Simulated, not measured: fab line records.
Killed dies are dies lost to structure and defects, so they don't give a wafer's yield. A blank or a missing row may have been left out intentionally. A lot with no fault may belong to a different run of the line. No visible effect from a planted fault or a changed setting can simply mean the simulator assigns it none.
fab line records + flow gf180mcu
record:
- lots: 14
- wafers: 42
- last_day: 34
route steps=602 shown STI@15 MVPSD@88 VT_IMPLANT@119 POLY_GATE@168
lots that met no fault: taken from a fault-free run of the same line
start_h: start of the lot's first displayed wafer, in hours after the record's first day + wait_h: hours since the lot's step before + " same as the row above + L1.1+2: a row that stands for several wafers + - no value present, or no start provided + * or withheld: withheld + < > ~ a bound
route shown NAME@n: NAME is a module with steps in the file, n the number in the route of the first one + usual: mean/standard deviation taken from wafers without a fault + same: alike in all rows + chamber/n: place in a boat + sites: per-site readings + _std_site: the values' standard deviation + _edge_site: outer sites' mean less inner sites' + radius_mm: for every site, how far away it sits from the centre of the wafer + mask NAME#n: copy n + behind: the most recent tool/chamber to have shaped the wafer + hold: reason for holding the lot/hours on hold/outcome of the hold + device: whichever transistor did not switch (one of n, p or np) + end of line: the same wafers' tests at the end of the route + where a step has no rows: the recipe by itself + killed: dies lost to structure and defects at the first sort, not the wafer's yield + map: shows each die of a wafer: x if killed, . if not, _ if none is there
set.NAME: the run value of the setting; set.NAME@STEP: its run value at that earlier step + model.NAME: the simulator's own value behind a step, which no gauge read
a sample of lots followed through the steps of the route, with each step as a table and each wafer as a row
services: from which hour (start_h, from the record's first day; less than 0 if before it) a tool's chamber was out of use, for how many hours, and why
== steps ==
step: GF_STI_ETCH_14
recipe:
- target: Si
- chemistry: HBr/Cl2/O2
- target_depth_nm: 360
- icp_w: 600
- bias_w: 150
- pressure_mtorr: 15
- HBr_flow_sccm: 150
- Cl2_flow_sccm: 40
- O2_flow_sccm: 6
- time_s: 102.9
usual:
- HBr_flow_sccm: 150.0/0.44
- drypump_motor_current_A: 5.7/0.4
- oes_product_au: 1.007/0.0088
- run_length_s: 131.0/0.43
- throttle_valve_pct: 25.652/0.0097
| lot.wafer | tool      | chamber | start_h | wait_h | HBr_flow_sccm | drypump_motor_current_A | oes_product_au | rf_hours_counter_h | run_length_s | throttle_valve_pct |
|-----------|-----------|---------|---------|--------|---------------|-------------------------|----------------|--------------------|--------------|--------------------|
| L727.1    | rie_si-02 | 3       | 26.16   | 0.0    | 150.4         | 5.9                     | 0.998          | 0                  | 131.3        | 25.649             |
| L727.2    | "         | 1       | "       | "      | 150.4         | 5.5                     | 1.003          | 23                 | 131.8        | 25.674             |
| L727.6    | "         | 0       | "       | "      | 150.6         | 5.1                     | 1.016          | -                  | 130.8        | 25.627             |
| L728.3    | rie_si-01 | 1       | 30.11   | 0.0    | 149.6         | 5.4                     | 1.009          | 2                  | 131.3        | 25.665             |
| L728.4    | "         | 3       | "       | "      | 149.8         | 5.6                     | 0.999          | 1                  | 131.1        | 25.649             |
| L728.5    | "         | 3       | "       | "      | 150.1         | 5.6                     | 1.010          | -                  | 131.2        | 25.635             |
| L730.1    | rie_si-01 | 0       | 41.43   | 0.0    | 149.8         | 6.5                     | 0.994          | 91                 | 130.9        | 25.661             |
| L730.3    | "         | 2       | "       | "      | 149.7         | 5.5                     | 1.002          | 138                | 131.2        | 25.662             |
| L730.6    | "         | 2       | "       | "      | 150.0         | 5.6                     | 1.006          | -                  | 130.9        | 25.649             |
| L731.1    | rie_si-02 | 2       | 46.07   | 0.0    | 149.9         | 5.6                     | 1.017          | 53                 | 130.8        | 25.651             |
| L731.4    | "         | 1       | "       | "      | 149.9         | 5.5                     | 1.018          | 23                 | 131.7        | 25.647             |
| L731.6    | "         | 2       | "       | "      | 149.8         | 5.6                     | 1.006          | -                  | 130.6        | 25.647             |
| L733.2    | rie_si-02 | 0       | 57.67   | 0.0    | 149.9         | 5.1                     | 1.020          | 30                 | 82.3         | 25.662             |
| L733.3    | "         | 2       | "       | "      | 150.6         | 5.6                     | 1.016          | 53                 | 130.1        | 25.644             |
| L733.6    | "         | 3       | "       | "      | 149.9         | 5.9                     | 1.012          | -                  | 131.1        | 25.647             |
| L734.1    | rie_si-02 | 0       | 63.52   | 0.0    | 150.5         | 5.1                     | 1.013          | 30                 | 82.1         | 25.654             |
| L734.4    | "         | 3       | "       | "      | 150.4         | 5.9                     | 1.009          | 1                  | 130.4        | 25.639             |
| L734.6    | "         | 2       | "       | "      | 150.4         | 5.6                     | 1.012          | -                  | 130.1        | 25.652             |
| L742.1    | rie_si-01 | 3       | 102.26  | 0.0    | 151.0         | 5.6                     | 1.019          | 2                  | 131.2        | 25.640             |
| L742.4    | "         | 1       | "       | "      | 149.5         | 5.5                     | 1.015          | 3                  | 131.3        | 25.650             |
| L742.6    | "         | 2       | "       | "      | 150.1         | 5.5                     | 1.001          | -                  | 131.3        | 25.663             |
| L743.2    | rie_si-01 | 3       | 107.56  | 0.0    | 150.4         | 5.6                     | 1.019          | 2                  | 130.8        | 25.643             |
| L743.4    | "         | 1       | "       | "      | 150.4         | 5.4                     | 1.003          | 3                  | 131.6        | 25.649             |
| L743.5    | "         | 3       | "       | "      | 149.8         | 5.6                     | 1.013          | -                  | 131.0        | 25.659             |
| L744.2    | rie_si-01 | 3       | 113.81  | 0.0    | 149.7         | 5.6                     | 1.012          | 2                  | 131.1        | 25.650             |
| L744.4    | "         | 0       | "       | "      | 149.5         | 6.5                     | 1.006          | 92                 | 131.0        | 25.661             |
| L744.6    | "         | 2       | "       | "      | 149.5         | 5.5                     | 0.992          | -                  | 131.5        | 25.649             |
| L745.3    | rie_si-01 | 0       | 121.66  | 0.0    | 149.9         | 6.5                     | 1.006          | 92                 | 131.0        | 25.648             |
| L745.4    | "         | 3       | "       | "      | 149.8         | 5.6                     | 1.015          | -                  | 130.9        | 25.654             |
| L745.5    | "         | 1       | "       | "      | 150.2         | 5.4                     | 1.011          | -                  | 131.4        | 25.664             |
| L747.1    | rie_si-02 | 3       | 129.71  | 0.0    | 150.0         | 5.9                     | 1.000          | 1                  | 130.8        | 25.641             |
| L747.2    | "         | 0       | "       | "      | 149.6         | 5.1                     | 1.007          | 30                 | 130.6        | 25.644             |
| L747.4    | "         | 1       | "       | "      | 149.3         | 5.5                     | 1.004          | 24                 | 131.9        | 25.660             |
| L748.1    | rie_si-02 | 1       | 134.47  | 0.0    | 150.5         | 5.5                     | 1.010          | 24                 | 131.6        | 25.659             |
| L748.3    | "         | 3       | "       | "      | 150.0         | 5.9                     | 1.011          | 1                  | 131.0        | 25.658             |
| L748.5    | "         | 0       | "       | "      | 150.4         | 5.1                     | 1.024          | -                  | 130.9        | 25.651             |
| L749.1    | rie_si-01 | 0       | 138.87  | 0.0    | 150.0         | 6.5                     | 1.008          | 92                 | 130.7        | 25.679             |
| L749.4    | "         | 1       | "       | "      | 150.7         | 5.4                     | 1.010          | -                  | 131.1        | 25.658             |
| L749.5    | "         | 3       | "       | "      | 150.3         | 5.6                     | 1.021          | -                  | 130.8        | 25.649             |
| L750.2    | rie_si-01 | 3       | 144.92  | 0.0    | 149.8         | 5.6                     | 1.020          | 2                  | 130.9        | 25.638             |
| L750.5    | "         | 3       | "       | "      | 149.6         | 5.6                     | 1.021          | -                  | 131.5        | 25.644             |
| L750.6    | "         | 0       | "       | "      | 150.5         | 6.5                     | 1.001          | -                  | 130.6        | 25.652             |
step: GF_STI_STRIP_15
recipe:
- chemistry: O2/N2
- power_w: 1400
- pressure_mtorr: 1500
- platen_temp_c: 250
- o2_flow_sccm: 3000
- n2_flow_sccm: 300
- overash_fraction: 0.5
usual:
- drypump_motor_current_A: 5.9/0.32
- heater_power_w: 316/17
- oes_product_au: 0.383/0.0046
- platen_temp_c: 249.97/0.17
- strip_time_to_endpoint_s: 3.72/0.038
same:
- overash_fraction: 0.5
| lot.wafer | tool            | chamber | start_h | wait_h | drypump_motor_current_A | heater_power_w | oes_product_au | platen_temp_c | rf_hours_counter_h | strip_time_to_endpoint_s |
|-----------|-----------------|---------|---------|--------|-------------------------|----------------|----------------|---------------|--------------------|--------------------------|
| L727.1    | plasma_asher-01 | 1       | 26.23   | 0.0    | 6.1                     | 314            | 0.380          | 250.19        | 35                 | 3.75                     |
| L727.2    | "               | 0       | "       | "      | 5.7                     | 307            | 0.383          | 250.03        | 35                 | 3.68                     |
| L727.6    | "               | 0       | "       | "      | 5.7                     | 309            | 0.384          | 250.08        | -                  | 3.68                     |
| L728.3    | plasma_asher-01 | 1       | 30.21   | 0.1    | 6.1                     | 315            | 0.386          | 249.90        | -                  | 3.79                     |
| L728.4    | "               | 0       | "       | "      | 5.7                     | 317            | 0.390          | 249.84        | -                  | 3.72                     |
| L728.5    | "               | 0       | "       | "      | 5.7                     | 307            | 0.389          | 250.21        | -                  | 3.77                     |
| L730.1    | plasma_asher-02 | 0       | 41.50   | 0.0    | 6.5                     | 332            | 0.380          | 249.91        | 20                 | 3.71                     |
| L730.3    | "               | 1       | "       | "      | 5.7                     | 311            | 0.390          | 249.80        | -                  | 3.77                     |
| L730.6    | "               | 0       | "       | "      | 6.4                     | 332            | 0.383          | 250.01        | -                  | 3.75                     |
| L731.1    | plasma_asher-02 | 1       | 46.15   | 0.0    | 5.8                     | 316            | 0.387          | 250.00        | 21                 | 3.70                     |
| L731.4    | "               | 1       | "       | "      | 5.7                     | 324            | 0.391          | 249.86        | -                  | 3.68                     |
| L731.6    | "               | 1       | "       | "      | 5.7                     | 304            | 0.390          | 249.92        | -                  | 3.69                     |
| L733.2    | plasma_asher-04 | 0       | 57.75   | 0.0    | 6.1                     | 343            | 0.403          | 250.22        | 42                 | 4.31                     |
| L733.3    | "               | 0       | "       | "      | 6.1                     | 338            | 0.380          | 250.14        | -                  | 3.70                     |
| L733.6    | "               | 0       | "       | "      | 6.1                     | 335            | 0.378          | 249.95        | -                  | 3.72                     |
| L734.1    | plasma_asher-04 | 1       | 63.60   | 0.0    | 5.5                     | 290            | 0.405          | 249.81        | 42                 | 4.29                     |
| L734.4    | "               | 0       | "       | "      | 6.1                     | 345            | 0.383          | 250.02        | -                  | 3.67                     |
| L734.6    | "               | 1       | "       | "      | 5.5                     | 290            | 0.378          | 250.04        | -                  | 3.68                     |
| L742.1    | plasma_asher-04 | 1       | 102.33  | 0.0    | 5.5                     | 291            | 0.379          | 249.83        | 45                 | 3.63                     |
| L742.4    | "               | 1       | "       | "      | 5.5                     | 284            | 0.386          | 250.03        | -                  | 3.70                     |
| L742.6    | "               | 0       | "       | "      | 6.1                     | 337            | 0.374          | 249.79        | -                  | 3.67                     |
| L743.2    | plasma_asher-04 | 1       | 107.63  | 0.0    | 5.5                     | 284            | 0.386          | 249.55        | 46                 | 3.72                     |
| L743.4    | "               | 0       | "       | "      | 6.0                     | 350            | 0.374          | 249.68        | -                  | 3.71                     |
| L743.5    | "               | 1       | "       | "      | 5.5                     | 291            | 0.380          | 249.80        | -                  | 3.67                     |
| L744.2    | plasma_asher-04 | 0       | 113.88  | 0.0    | 6.1                     | 342            | 0.383          | 250.39        | 47                 | 3.70                     |
| L744.4    | "               | 0       | "       | "      | 6.1                     | 334            | 0.387          | 250.12        | -                  | 3.74                     |
| L744.6    | "               | 0       | "       | "      | 6.1                     | 337            | 0.385          | 249.97        | -                  | 3.71                     |
| L745.3    | plasma_asher-04 | 0       | 121.77  | 0.1    | 6.1                     | 335            | 0.387          | 249.93        | -                  | 3.70                     |
| L745.4    | "               | 1       | "       | "      | 5.5                     | 296            | 0.386          | 250.06        | -                  | 3.72                     |
| L745.5    | "               | 1       | "       | "      | 5.5                     | 287            | 0.393          | 249.97        | -                  | 3.72                     |
| L747.1    | plasma_asher-04 | 0       | 129.78  | 0.0    | 6.1                     | 340            | 0.380          | 250.14        | 49                 | 3.72                     |
| L747.2    | "               | 1       | "       | "      | 5.5                     | 291            | 0.379          | 250.45        | 49                 | 3.73                     |
| L747.4    | "               | 1       | "       | "      | 5.5                     | 293            | 0.380          | 249.99        | -                  | 3.66                     |
| L748.1    | plasma_asher-04 | 1       | 134.55  | 0.0    | 5.5                     | 290            | 0.389          | 249.76        | 49                 | 3.74                     |
| L748.3    | "               | 0       | "       | "      | 6.1                     | 336            | 0.386          | 249.87        | -                  | 3.71                     |
| L748.5    | "               | 1       | "       | "      | 5.5                     | 287            | 0.388          | 250.03        | -                  | 3.71                     |
| L749.1    | plasma_asher-02 | 1       | 138.95  | 0.0    | 5.7                     | 317            | 0.376          | 249.90        | 32                 | 3.69                     |
| L749.4    | "               | 1       | "       | "      | 5.7                     | 316            | 0.387          | 250.00        | -                  | 3.71                     |
| L749.5    | "               | 1       | "       | "      | 5.7                     | 302            | 0.378          | 250.00        | -                  | 3.74                     |
| L750.2    | plasma_asher-02 | 1       | 145.00  | 0.0    | 5.8                     | 312            | 0.373          | 249.83        | 33                 | 3.62                     |
| L750.5    | "               | 1       | "       | "      | 5.8                     | 304            | 0.388          | 249.95        | -                  | 3.68                     |
| L750.6    | "               | 0       | "       | "      | 6.4                     | 331            | 0.382          | 250.14        | -                  | 3.72                     |
step: GF_MVPSD_STRIP_10
recipe:
- chemistry: O2/N2
- power_w: 1400
- pressure_mtorr: 1500
- platen_temp_c: 250
- o2_flow_sccm: 3000
- n2_flow_sccm: 300
- overash_fraction: 0.5
usual:
- drypump_motor_current_A: 5.94/0.28
- heater_power_w: 304/19
- oes_product_au: 0.723/0.0046
- platen_temp_c: 249.98/0.19
- strip_time_to_endpoint_s: 37.00/0.088
same:
- overash_fraction: 0.5
| lot.wafer | tool            | chamber | start_h | wait_h | drypump_motor_current_A | heater_power_w | oes_product_au | platen_temp_c | rf_hours_counter_h | strip_time_to_endpoint_s |
|-----------|-----------------|---------|---------|--------|-------------------------|----------------|----------------|---------------|--------------------|--------------------------|
| L727.1    | plasma_asher-02 | 0       | 97.10   | 0.1    | 6.49                    | 330            | 0.721          | 249.78        | 27                 | 36.89                    |
| L727.2    | "               | 1       | "       | "      | 5.70                    | 313            | 0.728          | 250.12        | 27                 | 36.99                    |
| L727.6    | "               | 1       | "       | "      | 5.75                    | 314            | 0.728          | 250.41        | -                  | 36.89                    |
| L728.3    | plasma_asher-02 | 1       | 102.99  | 0.1    | 5.73                    | 309            | 0.718          | 249.71        | -                  | 37.12                    |
| L728.4    | "               | 0       | "       | "      | 6.44                    | 333            | 0.715          | 250.20        | -                  | 37.05                    |
| L728.5    | "               | 1       | "       | "      | 5.73                    | 316            | 0.717          | 250.06        | -                  | 37.08                    |
| L730.1    | plasma_asher-02 | 0       | 116.59  | 0.1    | 6.43                    | 328            | 0.717          | 250.24        | 30                 | 36.83                    |
| L730.3    | "               | 1       | "       | "      | 5.70                    | 316            | 0.728          | 249.96        | -                  | 36.89                    |
| L730.6    | "               | 0       | "       | "      | 6.41                    | 330            | 0.720          | 249.70        | -                  | 36.91                    |
| L731.1    | plasma_asher-03 | 1       | 121.91  | 0.1    | 5.84                    | 286            | 0.720          | 249.92        | 0                  | 36.99                    |
| L731.4    | "               | 0       | "       | "      | 5.80                    | 280            | 0.728          | 250.02        | -                  | 36.95                    |
| L731.6    | "               | 0       | "       | "      | 5.79                    | 283            | 0.715          | 250.02        | -                  | 37.02                    |
| L733.2    | plasma_asher-03 | 0       | 135.54  | 0.1    | 5.75                    | 285            | 0.724          | 249.90        | 2                  | 36.94                    |
| L733.3    | "               | 1       | "       | "      | 5.85                    | 294            | 0.726          | 249.91        | -                  | 37.01                    |
| L733.6    | "               | 1       | "       | "      | 5.84                    | 293            | 0.721          | 250.25        | -                  | 37.11                    |
| L734.1    | plasma_asher-03 | 1       | 140.90  | 0.1    | 5.85                    | 284            | 0.726          | 249.73        | 3                  | 37.12                    |
| L734.4    | "               | 1       | "       | "      | 5.86                    | 295            | 0.716          | 249.59        | -                  | 37.19                    |
| L734.6    | "               | 1       | "       | "      | 5.86                    | 294            | 0.711          | 249.90        | -                  | 37.05                    |
| L742.1    | plasma_asher-02 | 1       | 186.84  | 0.1    | 5.76                    | 310            | 0.720          | 250.00        | 37                 | 37.05                    |
| L742.4    | "               | 0       | "       | "      | 6.46                    | 321            | 0.725          | 249.93        | -                  | 36.99                    |
| L742.6    | "               | 1       | "       | "      | 5.74                    | 316            | 0.724          | 250.07        | -                  | 36.99                    |
| L743.2    | plasma_asher-01 | 0       | 193.90  | 0.1    | 5.69                    | 310            | 0.726          | 249.93        | 50                 | 37.05                    |
| L743.4    | "               | 1       | "       | "      | 6.12                    | 312            | 0.723          | 250.06        | -                  | 37.07                    |
| L743.5    | "               | 1       | "       | "      | 6.11                    | 311            | 0.720          | 250.01        | -                  | 37.01                    |
| L744.2    | plasma_asher-03 | 0       | 196.39  | 0.1    | 5.78                    | 281            | 0.727          | 250.05        | 9                  | 36.97                    |
| L744.4    | "               | 0       | "       | "      | 5.74                    | 292            | 0.725          | 250.26        | -                  | 36.88                    |
| L744.6    | "               | 1       | "       | "      | 5.87                    | 296            | 0.720          | 249.94        | -                  | 37.03                    |
| L745.3    | plasma_asher-01 | 1       | 207.04  | 0.1    | 6.13                    | 312            | 0.723          | 249.78        | -                  | 37.05                    |
| L745.4    | "               | 0       | "       | "      | 5.71                    | 305            | 0.726          | 249.89        | -                  | 37.13                    |
| L745.5    | "               | 1       | "       | "      | 6.10                    | 310            | 0.726          | 250.13        | -                  | 36.98                    |
| L747.1    | plasma_asher-03 | 0       | 219.04  | 0.1    | 5.76                    | 273            | 0.727          | 250.02        | 11                 | 37.17                    |
| L747.2    | "               | 1       | "       | "      | 5.86                    | 295            | 0.723          | 249.70        | 11                 | 37.09                    |
| L747.4    | "               | 0       | "       | "      | 5.77                    | 279            | 0.728          | 250.06        | -                  | 37.13                    |
| L748.1    | plasma_asher-03 | 1       | 221.85  | 0.1    | 5.85                    | 294            | 0.725          | 249.84        | 12                 | 36.82                    |
| L748.3    | "               | 1       | "       | "      | 5.85                    | 293            | 0.720          | 250.11        | -                  | 36.92                    |
| L748.5    | "               | 0       | "       | "      | 5.78                    | 269            | 0.725          | 250.34        | -                  | 36.90                    |
| L749.1    | plasma_asher-03 | 1       | 226.85  | 0.1    | 5.86                    | 300            | 0.714          | 249.98        | 12                 | 37.07                    |
| L749.4    | "               | 1       | "       | "      | 5.85                    | 296            | 0.721          | 250.01        | -                  | 37.00                    |
| L749.5    | "               | 1       | "       | "      | 5.85                    | 291            | 0.719          | 250.09        | -                  | 37.07                    |
| L750.2    | plasma_asher-01 | 0       | 240.50  | 0.1    | 5.70                    | 315            | 0.717          | 249.80        | 55                 | 37.16                    |
| L750.5    | "               | 1       | "       | "      | 6.11                    | 324            | 0.724          | 249.74        | -                  | 37.10                    |
| L750.6    | "               | 0       | "       | "      | 5.66                    | 307            | 0.724          | 250.22        | -                  | 37.06                    |
step: GF_VT_IMPLANT_OVL_MEAS_29
usual:
- VT_IMPLANT_02_OVL: -0.2/1.4
| lot.wafer | tool       | chamber | start_h | wait_h | VT_IMPLANT_02_OVL[nm] |
|-----------|------------|---------|---------|--------|-----------------------|
| L727.1    | overlay-02 | -       | 141.17  | 0.1    | 2.3                   |
| L727.2    | "          | -       | "       | "      | 2.7                   |
| L727.6    | "          | -       | "       | "      | 0.5                   |
| L728.3    | overlay-02 | -       | 147.43  | 0.1    | -0.9                  |
| L728.4    | "          | -       | "       | "      | -1.2                  |
| L728.5    | "          | -       | "       | "      | -1.1                  |
| L730.1    | overlay-02 | -       | 162.57  | 0.1    | -0.3                  |
| L730.3    | "          | -       | "       | "      | -0.2                  |
| L730.6    | "          | -       | "       | "      | 0.9                   |
| L731.1    | overlay-01 | -       | 169.01  | 0.1    | -0.9                  |
| L731.4    | "          | -       | "       | "      | -1.8                  |
| L731.6    | "          | -       | "       | "      | -1.4                  |
| L733.2    | overlay-01 | -       | 184.43  | 0.1    | 1.7                   |
| L733.3    | "          | -       | "       | "      | 2.5                   |
| L733.6    | "          | -       | "       | "      | -0.2                  |
| L734.1    | overlay-01 | -       | 188.51  | 0.1    | -0.4                  |
| L734.4    | "          | -       | "       | "      | -1.1                  |
| L734.6    | "          | -       | "       | "      | -0.8                  |
| L742.1    | overlay-01 | -       | 239.17  | 0.1    | -0.1                  |
| L742.4    | "          | -       | "       | "      | 0.8                   |
| L742.6    | "          | -       | "       | "      | 0.1                   |
| L743.2    | overlay-01 | -       | 247.17  | 0.1    | -0.4                  |
| L743.4    | "          | -       | "       | "      | 0.8                   |
| L743.5    | "          | -       | "       | "      | -0.2                  |
| L744.2    | overlay-02 | -       | 250.27  | 0.1    | 1.5                   |
| L744.4    | "          | -       | "       | "      | -0.5                  |
| L744.6    | "          | -       | "       | "      | 0.3                   |
| L745.3    | overlay-02 | -       | 260.58  | 0.1    | -0.3                  |
| L745.4    | "          | -       | "       | "      | -0.7                  |
| L745.5    | "          | -       | "       | "      | 0.9                   |
| L747.1    | overlay-02 | -       | 274.87  | 0.1    | 0.8                   |
| L747.2    | "          | -       | "       | "      | -1.8                  |
| L747.4    | "          | -       | "       | "      | 0.0                   |
| L748.1    | overlay-01 | -       | 277.17  | 0.1    | -2.5                  |
| L748.3    | "          | -       | "       | "      | 1.7                   |
| L748.5    | "          | -       | "       | "      | -0.4                  |
| L749.1    | overlay-02 | -       | 281.72  | 0.1    | 0.3                   |
| L749.4    | "          | -       | "       | "      | 0.0                   |
| L749.5    | "          | -       | "       | "      | -0.6                  |
| L750.2    | overlay-02 | -       | 299.38  | 0.1    | -0.8                  |
| L750.5    | "          | -       | "       | "      | -1.4                  |
| L750.6    | "          | -       | "       | "      | -1.0                  |
step: GF_POLY_GATE_OVL_MEAS_11
usual:
- POLY_GATE_OVL: 4/5.3
| lot.wafer | tool       | chamber | start_h | wait_h | POLY_GATE_OVL[nm] |
|-----------|------------|---------|---------|--------|-------------------|
| L727.1    | overlay-01 | -       | 199.63  | 0.1    | -1                |
| L727.2    | "          | -       | "       | "      | -2                |
| L727.6    | "          | -       | "       | "      | -5                |
| L728.3    | overlay-01 | -       | 208.71  | 0.1    | -5                |
| L728.4    | "          | -       | "       | "      | 0                 |
| L728.5    | "          | -       | "       | "      | -3                |
| L730.1    | overlay-02 | -       | 221.83  | 0.1    | 5                 |
| L730.3    | "          | -       | "       | "      | 5                 |
| L730.6    | "          | -       | "       | "      | 4                 |
| L731.1    | overlay-02 | -       | 228.73  | 0.1    | 0                 |
| L731.4    | "          | -       | "       | "      | -1                |
| L731.6    | "          | -       | "       | "      | -1                |
| L733.2    | overlay-01 | -       | 242.20  | 0.1    | 1                 |
| L733.3    | "          | -       | "       | "      | 5                 |
| L733.6    | "          | -       | "       | "      | -2                |
| L734.1    | overlay-02 | -       | 247.69  | 0.1    | 13                |
| L734.4    | "          | -       | "       | "      | 8                 |
| L734.6    | "          | -       | "       | "      | 9                 |
| L742.1    | overlay-02 | -       | 302.74  | 0.1    | 4                 |
| L742.4    | "          | -       | "       | "      | 2                 |
| L742.6    | "          | -       | "       | "      | 9                 |
| L743.2    | overlay-01 | -       | 312.75  | 0.1    | 1                 |
| L743.4    | "          | -       | "       | "      | 4                 |
| L743.5    | "          | -       | "       | "      | 5                 |
| L744.2    | overlay-02 | -       | 317.08  | 0.1    | 7                 |
| L744.4    | "          | -       | "       | "      | 3                 |
| L744.6    | "          | -       | "       | "      | 6                 |
| L745.3    | overlay-02 | -       | 327.64  | 0.1    | 11                |
| L745.4    | "          | -       | "       | "      | 15                |
| L745.5    | "          | -       | "       | "      | 9                 |
| L747.1    | overlay-01 | -       | 342.82  | 0.1    | 12                |
| L747.2    | "          | -       | "       | "      | 2                 |
| L747.4    | "          | -       | "       | "      | 6                 |
| L748.1    | overlay-01 | -       | 344.18  | 0.1    | -1                |
| L748.3    | "          | -       | "       | "      | -1                |
| L748.5    | "          | -       | "       | "      | 3                 |
| L749.1    | overlay-01 | -       | 351.89  | 0.1    | -1                |
| L749.4    | "          | -       | "       | "      | 2                 |
| L749.5    | "          | -       | "       | "      | 5                 |
| L750.2    | overlay-02 | -       | 368.58  | 0.1    | -3                |
| L750.5    | "          | -       | "       | "      | 6                 |
| L750.6    | "          | -       | "       | "      | 2                 |
== services ==
| tool            | chamber | start_h | hours | kind           |
|-----------------|---------|---------|-------|----------------|
| plasma_asher-04 | -       | 54.30   | 3.4   | repair         |
| rie_si-01       | 2       | 75.73   | 1.4   | repair         |
| plasma_asher-04 | -       | 91.55   | 2.8   | pm             |
| plasma_asher-03 | -       | 96.24   | 3.5   | repair         |
| plasma_asher-01 | -       | 108.28  | 1.5   | repair         |
| plasma_asher-03 | -       | 108.75  | 9.0   | pm             |
| plasma_asher-03 | 0       | 108.75  | 9.0   | vent_cycle     |
| rie_si-01       | 2       | 120.11  | 6.1   | repair         |
| plasma_asher-01 | -       | 129.19  | 14.6  | pm             |
| rie_si-01       | 2       | 134.70  | -     | clean          |
| rie_si-01       | 2       | 134.70  | 23.1  | scheduled_down |
| rie_si-01       | 2       | 134.70  | 23.1  | vent_cycle     |
| rie_si-02       | 2       | 142.18  | 1.2   | repair         |
| plasma_asher-02 | -       | 143.15  | 1.8   | repair         |
| plasma_asher-01 | -       | 152.00  | 2.6   | repair         |
| plasma_asher-01 | -       | 157.12  | 1.5   | repair         |
| rie_si-02       | 1       | 166.90  | 50.9  | repair         |
| rie_si-02       | 2       | 175.73  | 11.4  | repair         |
| plasma_asher-03 | -       | 200.36  | 1.5   | repair         |
| rie_si-01       | 1       | 202.49  | 9.2   | repair         |
| rie_si-01       | -       | 208.73  | 2.8   | pm             |
| rie_si-02       | -       | 215.12  | 0.8   | repair         |
| plasma_asher-04 | -       | 235.90  | 2.0   | repair         |
| rie_si-01       | 3       | 237.95  | 3.7   | repair         |
== key ==
first_sign:
- step: GF_STI_ETCH_14
- reading: run_length_s
- direction: down
- sigmas: 99+
- usual: *
- struck: *
effect:
- step: GF_STI_STRIP_15
- reading: strip_time_to_endpoint_s
- direction: up
- sigmas: 15
- usual: *
- struck: *
met_at GF_STI_ETCH_14
struck_lots L733,L734
struck_wafers L733.2,L734.1
sort_left_out L733.2,L734.1
tester_left_out L733,L734
not_acting_at GF_MVPSD_STRIP_10,GF_VT_IMPLANT_OVL_MEAS_29,GF_POLY_GATE_OVL_MEAS_11
onset_between 26.16 57.67
fault:
- kind: process_parameter_drift
- tool: rie_si-02
- chamber: 0
- onset_h: 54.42
- steps: GF_STI_ETCH_14
- channel: time_s
- offset: *
- shape: step
- end_h: 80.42
- acts_in: *
- stated: *
tester_left_out: of these lots the tester's yield and bins aren't shown, on N5 and GAA mostly nor the transistor test; their killed dies are dies lost to structure and defects alone, not to doping, threshold or leakage, so they don't give the yield
sort_left_out: the simulated sort isn't trusted on such a fault, so these wafers' sort isn't shown, and their yield isn't known
